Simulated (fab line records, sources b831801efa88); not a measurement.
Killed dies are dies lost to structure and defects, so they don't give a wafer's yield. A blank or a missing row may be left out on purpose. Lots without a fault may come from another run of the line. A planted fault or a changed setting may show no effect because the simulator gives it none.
A sampling plan put to the test | flow gf180mcu | one fab line, 54 faults that these records tell of, each judged on the records of the lots that it struck
The plan is the line's own looks: the steps of the route at which a gauge or an inspection reads the wafer and doesn't change it. A look can be judged if struck wafers have a number there and the file gives its usual mean and standard deviation on fault-free wafers. Caught: at a look after the fault's first step, the mean of the struck wafers lies 4 or more of those standard deviations (sigma) from the usual mean. On the tool: the same test on the tool's own readings at the fault's steps. Another recipe on the struck wafers, or a record that is blank for them alone, also counts as caught.

THE FAULTS, as the simulator had put them in
1. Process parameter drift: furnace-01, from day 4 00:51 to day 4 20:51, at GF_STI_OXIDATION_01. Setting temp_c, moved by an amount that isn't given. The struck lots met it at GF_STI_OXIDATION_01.
2. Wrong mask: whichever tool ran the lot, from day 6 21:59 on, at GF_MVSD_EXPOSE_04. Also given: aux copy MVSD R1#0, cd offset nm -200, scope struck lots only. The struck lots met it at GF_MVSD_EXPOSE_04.
3. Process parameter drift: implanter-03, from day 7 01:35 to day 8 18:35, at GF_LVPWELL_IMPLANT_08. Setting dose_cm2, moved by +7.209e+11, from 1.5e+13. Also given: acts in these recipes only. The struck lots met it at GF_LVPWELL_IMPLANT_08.
4. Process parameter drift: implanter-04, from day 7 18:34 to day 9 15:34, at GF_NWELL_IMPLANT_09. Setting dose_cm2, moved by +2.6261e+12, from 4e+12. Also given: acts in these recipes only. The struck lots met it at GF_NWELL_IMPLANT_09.
5. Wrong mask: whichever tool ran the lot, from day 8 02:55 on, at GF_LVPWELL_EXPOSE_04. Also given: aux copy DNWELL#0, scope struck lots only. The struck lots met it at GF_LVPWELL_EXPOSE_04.
6. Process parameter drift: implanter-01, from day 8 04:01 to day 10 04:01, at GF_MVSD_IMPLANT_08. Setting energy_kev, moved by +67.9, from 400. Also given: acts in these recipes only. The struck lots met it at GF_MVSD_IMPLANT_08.
7. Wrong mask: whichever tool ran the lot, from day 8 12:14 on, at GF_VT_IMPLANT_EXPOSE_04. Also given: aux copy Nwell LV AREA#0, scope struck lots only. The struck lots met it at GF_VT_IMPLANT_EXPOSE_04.
8. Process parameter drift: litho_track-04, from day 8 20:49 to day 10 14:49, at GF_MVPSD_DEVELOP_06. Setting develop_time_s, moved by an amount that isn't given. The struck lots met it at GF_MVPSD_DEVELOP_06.
9. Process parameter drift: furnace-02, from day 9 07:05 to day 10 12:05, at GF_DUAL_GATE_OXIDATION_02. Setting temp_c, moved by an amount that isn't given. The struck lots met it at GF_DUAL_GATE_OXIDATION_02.
10. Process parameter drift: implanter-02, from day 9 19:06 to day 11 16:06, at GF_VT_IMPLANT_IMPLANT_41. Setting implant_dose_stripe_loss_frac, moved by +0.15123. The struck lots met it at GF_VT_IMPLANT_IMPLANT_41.
11. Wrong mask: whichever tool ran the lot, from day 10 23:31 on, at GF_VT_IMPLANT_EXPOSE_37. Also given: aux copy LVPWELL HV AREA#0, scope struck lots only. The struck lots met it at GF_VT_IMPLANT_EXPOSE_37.
12. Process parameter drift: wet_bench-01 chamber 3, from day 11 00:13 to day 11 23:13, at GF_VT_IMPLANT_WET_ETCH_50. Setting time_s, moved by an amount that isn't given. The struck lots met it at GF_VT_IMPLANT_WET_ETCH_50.
13. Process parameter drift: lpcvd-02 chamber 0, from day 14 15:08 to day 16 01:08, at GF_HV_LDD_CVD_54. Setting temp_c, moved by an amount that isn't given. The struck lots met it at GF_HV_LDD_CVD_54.
14. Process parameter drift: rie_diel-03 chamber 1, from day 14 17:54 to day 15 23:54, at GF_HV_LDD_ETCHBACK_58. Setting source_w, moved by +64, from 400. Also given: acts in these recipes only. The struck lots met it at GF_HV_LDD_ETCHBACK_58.
15. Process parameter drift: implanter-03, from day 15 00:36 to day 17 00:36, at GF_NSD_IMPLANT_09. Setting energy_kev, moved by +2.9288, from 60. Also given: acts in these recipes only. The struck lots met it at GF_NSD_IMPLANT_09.
16. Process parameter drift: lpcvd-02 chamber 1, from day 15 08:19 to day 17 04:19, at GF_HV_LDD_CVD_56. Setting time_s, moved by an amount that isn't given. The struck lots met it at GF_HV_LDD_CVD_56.
17. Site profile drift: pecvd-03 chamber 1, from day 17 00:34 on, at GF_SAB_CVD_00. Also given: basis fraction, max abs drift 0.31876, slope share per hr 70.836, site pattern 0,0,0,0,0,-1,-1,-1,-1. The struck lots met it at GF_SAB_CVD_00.
18. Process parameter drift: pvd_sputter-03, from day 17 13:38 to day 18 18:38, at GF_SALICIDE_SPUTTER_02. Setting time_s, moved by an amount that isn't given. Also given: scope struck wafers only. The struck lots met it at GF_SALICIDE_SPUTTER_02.
19. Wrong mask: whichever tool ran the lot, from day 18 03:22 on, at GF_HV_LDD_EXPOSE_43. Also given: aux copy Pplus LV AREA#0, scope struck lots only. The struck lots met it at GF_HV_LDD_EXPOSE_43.
20. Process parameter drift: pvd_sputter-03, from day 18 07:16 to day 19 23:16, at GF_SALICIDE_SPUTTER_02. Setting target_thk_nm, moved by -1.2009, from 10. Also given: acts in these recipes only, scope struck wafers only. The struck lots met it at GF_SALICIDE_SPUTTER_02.
21. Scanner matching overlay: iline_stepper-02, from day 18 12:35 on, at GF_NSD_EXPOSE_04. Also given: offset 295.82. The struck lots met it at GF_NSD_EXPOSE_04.
22. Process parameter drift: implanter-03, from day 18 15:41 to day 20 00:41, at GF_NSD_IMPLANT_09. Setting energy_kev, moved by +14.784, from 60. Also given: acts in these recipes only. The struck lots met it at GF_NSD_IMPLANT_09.
23. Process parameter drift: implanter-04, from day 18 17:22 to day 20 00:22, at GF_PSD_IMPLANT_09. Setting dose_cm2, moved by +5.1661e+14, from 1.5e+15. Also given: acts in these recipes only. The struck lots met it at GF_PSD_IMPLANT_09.
24. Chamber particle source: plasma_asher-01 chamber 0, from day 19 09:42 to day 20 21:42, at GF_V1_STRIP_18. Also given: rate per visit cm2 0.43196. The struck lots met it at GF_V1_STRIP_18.
25. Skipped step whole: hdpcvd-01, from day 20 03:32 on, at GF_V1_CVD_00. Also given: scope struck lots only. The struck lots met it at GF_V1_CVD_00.
26. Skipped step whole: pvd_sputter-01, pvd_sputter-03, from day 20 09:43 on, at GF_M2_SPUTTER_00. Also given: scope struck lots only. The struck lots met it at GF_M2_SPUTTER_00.
27. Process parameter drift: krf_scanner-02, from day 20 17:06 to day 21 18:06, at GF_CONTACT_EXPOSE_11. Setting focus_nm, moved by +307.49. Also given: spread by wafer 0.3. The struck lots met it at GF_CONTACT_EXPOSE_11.
28. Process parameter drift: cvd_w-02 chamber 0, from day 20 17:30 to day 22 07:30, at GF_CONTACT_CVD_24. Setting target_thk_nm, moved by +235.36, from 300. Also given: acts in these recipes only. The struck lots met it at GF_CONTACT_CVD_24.
29. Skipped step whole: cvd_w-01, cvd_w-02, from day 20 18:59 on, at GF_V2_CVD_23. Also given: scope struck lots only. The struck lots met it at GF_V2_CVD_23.
30. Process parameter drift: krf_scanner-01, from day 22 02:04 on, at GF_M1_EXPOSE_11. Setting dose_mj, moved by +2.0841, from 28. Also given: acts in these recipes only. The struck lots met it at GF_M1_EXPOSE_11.
31. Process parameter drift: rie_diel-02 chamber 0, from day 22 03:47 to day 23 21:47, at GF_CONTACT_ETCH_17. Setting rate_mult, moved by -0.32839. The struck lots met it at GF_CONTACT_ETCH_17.
32. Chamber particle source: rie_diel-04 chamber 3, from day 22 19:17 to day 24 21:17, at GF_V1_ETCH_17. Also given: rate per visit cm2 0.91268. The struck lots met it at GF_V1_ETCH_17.
33. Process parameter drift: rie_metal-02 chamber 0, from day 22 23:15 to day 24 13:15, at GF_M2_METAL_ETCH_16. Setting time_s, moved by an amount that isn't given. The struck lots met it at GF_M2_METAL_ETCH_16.
34. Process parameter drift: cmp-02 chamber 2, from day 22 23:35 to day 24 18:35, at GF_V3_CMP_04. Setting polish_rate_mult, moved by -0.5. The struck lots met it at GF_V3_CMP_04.
35. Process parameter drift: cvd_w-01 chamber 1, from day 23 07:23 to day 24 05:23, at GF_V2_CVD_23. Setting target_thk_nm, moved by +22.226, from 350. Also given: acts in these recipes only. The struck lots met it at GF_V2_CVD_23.
36. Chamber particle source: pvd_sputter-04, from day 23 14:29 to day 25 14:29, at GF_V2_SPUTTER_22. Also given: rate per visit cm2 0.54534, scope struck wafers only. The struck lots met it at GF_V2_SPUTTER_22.
37. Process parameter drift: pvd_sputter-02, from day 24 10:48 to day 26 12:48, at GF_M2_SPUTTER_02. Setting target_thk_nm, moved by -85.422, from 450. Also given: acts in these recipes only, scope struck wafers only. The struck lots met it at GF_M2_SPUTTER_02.
38. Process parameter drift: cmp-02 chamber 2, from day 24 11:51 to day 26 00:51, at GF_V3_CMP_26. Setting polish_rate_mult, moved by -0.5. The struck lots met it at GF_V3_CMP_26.
39. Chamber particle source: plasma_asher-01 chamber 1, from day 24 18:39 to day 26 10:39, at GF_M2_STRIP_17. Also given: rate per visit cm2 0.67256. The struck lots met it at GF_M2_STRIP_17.
40. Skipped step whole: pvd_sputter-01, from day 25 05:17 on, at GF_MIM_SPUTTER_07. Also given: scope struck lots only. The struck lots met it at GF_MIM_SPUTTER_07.
41. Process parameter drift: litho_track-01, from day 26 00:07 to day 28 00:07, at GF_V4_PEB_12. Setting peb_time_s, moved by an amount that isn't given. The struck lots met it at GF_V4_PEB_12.
42. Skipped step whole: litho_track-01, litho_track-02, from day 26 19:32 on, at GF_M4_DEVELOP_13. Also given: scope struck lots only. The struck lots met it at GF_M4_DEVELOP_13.
43. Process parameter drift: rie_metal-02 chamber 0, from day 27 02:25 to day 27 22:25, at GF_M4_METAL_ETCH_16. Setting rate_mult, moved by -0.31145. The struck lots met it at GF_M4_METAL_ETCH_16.
44. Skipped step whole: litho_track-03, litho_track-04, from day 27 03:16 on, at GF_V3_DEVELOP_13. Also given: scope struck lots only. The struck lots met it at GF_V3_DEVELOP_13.
45. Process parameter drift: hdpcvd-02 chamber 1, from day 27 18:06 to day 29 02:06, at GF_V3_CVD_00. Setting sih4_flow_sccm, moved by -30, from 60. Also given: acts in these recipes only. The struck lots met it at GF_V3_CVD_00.
46. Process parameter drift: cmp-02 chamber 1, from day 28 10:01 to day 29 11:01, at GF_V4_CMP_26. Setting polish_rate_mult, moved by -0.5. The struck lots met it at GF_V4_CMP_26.
47. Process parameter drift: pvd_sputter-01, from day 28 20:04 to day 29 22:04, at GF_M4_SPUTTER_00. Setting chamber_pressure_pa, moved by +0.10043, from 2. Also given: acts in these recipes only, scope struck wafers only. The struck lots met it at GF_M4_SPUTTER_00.
48. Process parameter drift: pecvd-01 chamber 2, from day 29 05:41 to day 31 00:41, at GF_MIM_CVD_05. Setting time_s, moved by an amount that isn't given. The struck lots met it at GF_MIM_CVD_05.
49. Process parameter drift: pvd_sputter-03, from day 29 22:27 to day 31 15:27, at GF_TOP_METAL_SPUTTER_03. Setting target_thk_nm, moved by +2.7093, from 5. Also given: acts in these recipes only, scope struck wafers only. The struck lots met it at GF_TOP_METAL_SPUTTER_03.
50. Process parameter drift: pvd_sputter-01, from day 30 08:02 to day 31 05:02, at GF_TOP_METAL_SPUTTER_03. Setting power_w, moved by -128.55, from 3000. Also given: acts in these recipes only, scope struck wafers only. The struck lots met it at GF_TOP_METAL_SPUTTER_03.
51. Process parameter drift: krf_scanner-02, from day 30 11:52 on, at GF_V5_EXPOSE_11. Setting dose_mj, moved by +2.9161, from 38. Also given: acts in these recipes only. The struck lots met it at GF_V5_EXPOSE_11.
52. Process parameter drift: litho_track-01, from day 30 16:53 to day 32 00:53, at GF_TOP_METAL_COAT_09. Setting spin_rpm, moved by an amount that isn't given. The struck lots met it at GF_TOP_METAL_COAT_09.
53. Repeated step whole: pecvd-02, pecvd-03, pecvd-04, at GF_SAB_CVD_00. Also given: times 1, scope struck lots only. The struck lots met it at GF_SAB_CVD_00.
54. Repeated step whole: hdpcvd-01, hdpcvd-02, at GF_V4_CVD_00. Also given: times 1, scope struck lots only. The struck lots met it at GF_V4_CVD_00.

WHAT THE PLAN SAW
fault | on the tool itself                               | first look that catches it                      | reading, sigma                                             | median hours from its first step to that look | hours from the fault's start to the first struck lot there | judged looks passed uncaught
1     | tube_center_temp_C -99 or beyond sigma           | GF_STI_THK_MEAS_02                              | STI_OXIDATION_THK -15                                      | 1.4                                           | 4                                                          | 0
2     | no reading that can be judged                    | not the one look that can be judged after it    | -                                                          | -                                             | -                                                          | 1
3     | dose_ions_cm2 +40 sigma                          | GF_VT_IMPLANT_RS_MEAS_48                        | LVPWELL_RS -9.6                                            | 104.2                                         | 106                                                        | 0
4     | dose_ions_cm2 +99 or beyond sigma                | GF_NWELL_TW_MEAS_11                             | NWELL_TW +4.0                                              | 0.2                                           | 3                                                          | 0
5     | under 2 sigma                                    | GF_LVPWELL_TW_MEAS_11                           | LVPWELL_TW -99 or beyond                                   | 8.9                                           | 12                                                         | 0
6     | beam_energy_keV +99 or beyond sigma              | GF_VT_IMPLANT_RS_MEAS_46                        | MVSD_RS -11                                                | 91.3                                          | 93                                                         | 0
7     | no reading that can be judged                    | GF_VT_IMPLANT_TW_MEAS_10                        | VT_IMPLANT_TW -89                                          | 8.5                                           | 12                                                         | 0
8     | under 2 sigma                                    | GF_MVPSD_TW_MEAS_11                             | MVPSD_TW -97                                               | 0.9                                           | 4                                                          | 0
9     | tube_center_temp_C +31 sigma                     | none of the 2 looks that can be judged after it | -                                                          | -                                             | -                                                          | 2
10    | no reading that can be judged                    | none of the 8 looks that can be judged after it | -                                                          | -                                             | -                                                          | 8
11    | under 2 sigma                                    | GF_VT_IMPLANT_TW_MEAS_43                        | VT_IMPLANT_4_TW -98                                        | 8.9                                           | 12                                                         | 0
12    | run_length_s -87 sigma                           | none of the 5 looks that can be judged after it | -                                                          | -                                             | -                                                          | 5
13    | spike_tc_upper_C +7.4 sigma                      | GF_HV_LDD_THK_MEAS_55                           | HV_LDD_CVD_54_THK +16                                      | 1.0                                           | 20                                                         | 0
14    | rf_fwd_power_W +46 sigma                         | no look after it can be judged                  | -                                                          | -                                             | -                                                          | 0
15    | beam_energy_keV +99 or beyond sigma              | GF_PSD_RS_MEAS_14                               | NSD_RS -10                                                 | 23.2                                          | 31                                                         | 1
16    | under 2 sigma                                    | GF_HV_LDD_THK_MEAS_57                           | HV_LDD_CVD_56_THK -58                                      | 1.4                                           | 4                                                          | 0
17    | under 2 sigma                                    | GF_SAB_THK_MEAS_01                              | SAB_CVD_00_THK -11                                         | 0.0                                           | 23                                                         | 0
18    | under 2 sigma                                    | none of the 2 looks that can be judged after it | strongest: SALICIDE_TIN_RS at GF_SALICIDE_RS_MEAS_04, +3.5 | -                                             | -                                                          | 2
19    | under 2 sigma                                    | GF_HV_LDD_TW_MEAS_50                            | HV_LDD_4_TW -96                                            | 12.4                                          | 17                                                         | 0
20    | under 2 sigma                                    | GF_SALICIDE_RS_MEAS_04                          | SALICIDE_TIN_RS +9.0                                       | 0.1                                           | 17                                                         | 0
21    | no reading that can be judged                    | GF_NSD_OVL_MEAS_08                              | NSD_OVL +99 or beyond                                      | 11.8                                          | 18                                                         | 0
22    | beam_energy_keV +99 or beyond sigma              | GF_NSD_TW_MEAS_12                               | NSD_TW +12                                                 | 0.4                                           | 4                                                          | 0
23    | dose_ions_cm2 +99 or beyond sigma                | GF_PSD_TW_MEAS_11                               | PSD_TW +14                                                 | 0.2                                           | 13                                                         | 0
24    | under 2 sigma                                    | none of the 2 looks that can be judged after it | -                                                          | -                                             | -                                                          | 2
25    | the tool's record is blank for the struck wafers | none of the 2 looks that can be judged after it | strongest: V1_BOW at GF_V1_BOW_MEAS_05, -3.2               | -                                             | -                                                          | 2
26    | the tool's record is blank for the struck wafers | no look after it can be judged                  | -                                                          | -                                             | -                                                          | 0
27    | under 2 sigma                                    | GF_CONTACT_CD_MEAS_14                           | cd_nm -6.2                                                 | 11.7                                          | 23                                                         | 0
28    | under 2 sigma                                    | GF_CONTACT_RS_MEAS_25                           | CONTACT_W_RS -42                                           | 0.1                                           | 9                                                          | 0
29    | the tool's record is blank for the struck wafers | GF_V2_RS_MEAS_24                                | V2_W_RS +99 or beyond                                      | 0.1                                           | 5                                                          | 0
30    | exposure_dose_mJ_cm2 +60 sigma                   | GF_M1_CD_MEAS_14                                | cd_nm -8.7                                                 | 11.4                                          | 14                                                         | 0
31    | under 2 sigma                                    | no look after it can be judged                  | -                                                          | -                                             | -                                                          | 0
32    | under 2 sigma                                    | none of the 6 looks that can be judged after it | -                                                          | -                                             | -                                                          | 6
33    | run_length_s -13 sigma                           | not the one look that can be judged after it    | -                                                          | -                                             | -                                                          | 1
34    | time_to_endpoint_s +7.7 sigma                    | none of the 2 looks that can be judged after it | -                                                          | -                                             | -                                                          | 2
35    | under 2 sigma                                    | GF_V2_RS_MEAS_24                                | V2_W_RS -4.9                                               | 0.1                                           | 4                                                          | 0
36    | under 2 sigma                                    | none of the 2 looks that can be judged after it | -                                                          | -                                             | -                                                          | 2
37    | under 2 sigma                                    | GF_M2_RS_MEAS_05                                | M2_ALCU_RS +23                                             | 0.1                                           | 10                                                         | 0
38    | overpolish_run_s -99 or beyond sigma             | no look after it can be judged                  | -                                                          | -                                             | -                                                          | 0
39    | under 2 sigma                                    | not the one look that can be judged after it    | -                                                          | -                                             | -                                                          | 1
40    | the tool's record is blank for the struck wafers | not the one look that can be judged after it    | -                                                          | -                                             | -                                                          | 1
41    | heater_power_total_W +38 sigma                   | none of the 2 looks that can be judged after it | strongest: cd_nm at GF_V4_CD_MEAS_14, -2.8                 | -                                             | -                                                          | 2
42    | no reading that can be judged                    | no look after it can be judged                  | -                                                          | -                                             | -                                                          | 0
43    | oes_product_au -37 sigma                         | no look after it can be judged                  | -                                                          | -                                             | -                                                          | 0
44    | no reading that can be judged                    | no look after it can be judged                  | -                                                          | -                                             | -                                                          | 0
45    | sih4_flow_sccm -99 or beyond sigma               | GF_V3_THK_MEAS_01                               | V3_CVD_00_THK -47                                          | 0.1                                           | 2                                                          | 0
46    | overpolish_run_s -99 or beyond sigma             | no look after it can be judged                  | -                                                          | -                                             | -                                                          | 0
47    | chamber_pressure_pa +26 sigma                    | no look after it can be judged                  | -                                                          | -                                             | -                                                          | 0
48    | only faintly: run_length_s -3.4 sigma            | GF_MIM_THK_MEAS_06                              | MIM_CVD_05_THK -5.1                                        | 0.0                                           | 2                                                          | 0
49    | under 2 sigma                                    | no look after it can be judged                  | -                                                          | -                                             | -                                                          | 0
50    | cathode_dc_power_W -99 or beyond sigma           | no look after it can be judged                  | -                                                          | -                                             | -                                                          | 0
51    | exposure_dose_mJ_cm2 +85 sigma                   | GF_V5_CD_MEAS_14                                | cd_nm +9.1                                                 | 8.5                                           | 12                                                         | 0
52    | spin_speed_rpm +75 sigma                         | no look after it can be judged                  | -                                                          | -                                             | -                                                          | 0
53    | under 2 sigma                                    | GF_SAB_THK_MEAS_01                              | SAB_CVD_00_THK +79                                         | 0.2                                           | -                                                          | 0
54    | no reading that can be judged                    | GF_V4_THK_MEAS_01                               | V4_CVD_00_THK +89                                          | 0.3                                           | -                                                          | 0
A dash: the fault isn't caught, or these records don't give the number.

Caught at a look: 28 of 54. Caught on the tool: 27 of 54. By one or the other: 43 of 54.
Caught on the tool alone: faults 9, 12, 14, 25, 26, 33, 34, 38, 40, 41, 43, 46, 47, 50, 52.
Caught at a look alone: faults 5, 7, 8, 11, 16, 17, 19, 20, 21, 27, 28, 35, 37, 48, 53, 54.
Caught by neither: faults 2, 10, 18, 24, 31, 32, 36, 39, 42, 44, 49.

THINNER SAMPLING
If the look that catches a fault measured only every second or every third lot, by lot number, the first struck lot would be measured this late in the worst case:
fault | struck lots at that look, in order of time | every lot | every second lot | every third lot
1     | L866, L868                                 | 4 h       | may miss all 2   | may miss all 2
3     | L547, L548                                 | 106 h     | 112 h            | may miss all 2
4     | L336, L338                                 | 3 h       | may miss all 2   | may miss all 2
5     | L688                                       | 12 h      | may miss it      | may miss it
6     | L106, L107, L108                           | 93 h      | 101 h            | 107 h
7     | L985                                       | 12 h      | may miss it      | may miss it
8     | L265, L267                                 | 4 h       | may miss all 2   | may miss all 2
11    | L155                                       | 12 h      | may miss it      | may miss it
13    | L777, L778                                 | 20 h      | 33 h             | may miss all 2
15    | L850, L854                                 | 31 h      | may miss all 2   | may miss all 2
16    | L585, L587                                 | 4 h       | may miss all 2   | may miss all 2
17    | L159                                       | 23 h      | may miss it      | may miss it
19    | L664                                       | 17 h      | may miss it      | may miss it
20    | L231                                       | 17 h      | may miss it      | may miss it
21    | L414, L415                                 | 18 h      | 25 h             | may miss all 2
22    | L281, L283                                 | 4 h       | may miss all 2   | may miss all 2
23    | L332, L333                                 | 13 h      | 20 h             | may miss all 2
27    | L494, L495                                 | 23 h      | 29 h             | may miss all 2
28    | L209, L211                                 | 9 h       | may miss all 2   | may miss all 2
29    | L146, L147, L148                           | 5 h       | 12 h             | 25 h
30    | L506, L508                                 | 14 h      | may miss all 2   | may miss all 2
35    | L761, L762, L763                           | 4 h       | 10 h             | 22 h
37    | L253, L254                                 | 10 h      | 15 h             | may miss all 2
45    | L590, L592                                 | 2 h       | may miss all 2   | may miss all 2
48    | L884, L887                                 | 2 h       | 26 h             | may miss all 2
51    | L598, L599, L600                           | 12 h      | 18 h             | 24 h
Hours are from the fault's start to the first struck lot that is measured. The limit of 4 sigma was tested on all struck wafers together, so one lot alone may lie under it. Other struck lots may not be in these records.

THE LONGEST TIMED WAY FROM STEP TO LOOK
Fault 3: a median of 104.2 hours passes between GF_LVPWELL_IMPLANT_08 and GF_VT_IMPLANT_RS_MEAS_48. No look between them can be judged.
